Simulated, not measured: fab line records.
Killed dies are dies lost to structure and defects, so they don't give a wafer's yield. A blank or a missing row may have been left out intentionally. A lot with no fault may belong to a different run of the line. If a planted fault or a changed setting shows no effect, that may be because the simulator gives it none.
Which tool did it? -- flow gf180mcu -- 13 lots, 39 wafers sampled, at 1 step of a route of 602

## WHAT THE GAUGES SHOWED, per wafer
GF_V4_OVL_MEAS_15.
lot,measured,on,V4_OVL (nm)
L798,day 24 18:29,overlay-02,2 1 1
L800,day 25 11:18,overlay-02,-2 -9 -5
L801,day 25 22:38,overlay-02,-6 -14 -11
L803,day 26 13:53,overlay-01,2 4 2
L804,day 26 22:36,overlay-02,-1 -3 -4
L809,day 28 08:11,overlay-02,3 10 1
L810,day 28 17:39,overlay-01,0 7 0
L811,day 29 09:53,overlay-02,-12 -4 -1
L814,day 29 20:35,overlay-01,-9 -7 0
L817,day 30 14:47,overlay-02,-7 -2 -11
L818,day 31 02:23,overlay-01,-3 -5 -8
L819,day 31 03:22,overlay-02,-10 -2 -7
L820,day 31 06:29,overlay-02,-2 -1 -1

## TOOL THAT RAN EACH LOT (tool first, then ch and the chambers of the sampled wafers, then the start)
Record: no process step prior to these readings.

## AS READ BY THE TOOLS THEMSELVES (means over the sampled wafers that have a number; for cases with no such wafer, the mark the record gives instead)
The record holds no such reading with a usual standard deviation.

## THE ANSWER, worked out from the rows above alone
Rule: the usual values come from the lots themselves. Put in order of their means at a reading, lots are off if they are a third of the lots or fewer, leave a main group of 4 or more, and stand apart from it by a gap of 3 or more times the standard deviation of the main group's means; of several such gaps the widest counts. Not used: any main group whose means are identical at the precision the tables above print for the reading. Also off: a lot with no number at a reading for which 4 or more lots have one. Any other lot the step has rows for is counted as sound. Order of review: gauges by route order, followed by the tools' own readings, for which a lot's mean as printed above is used. At the first step where some lot is off, the reading lying furthest off is the one used; lots without a number count as furthest.
None of the lots is off at any reading shown; this tells nothing.

## WHAT WAS PUT IN BY THE SIMULATOR
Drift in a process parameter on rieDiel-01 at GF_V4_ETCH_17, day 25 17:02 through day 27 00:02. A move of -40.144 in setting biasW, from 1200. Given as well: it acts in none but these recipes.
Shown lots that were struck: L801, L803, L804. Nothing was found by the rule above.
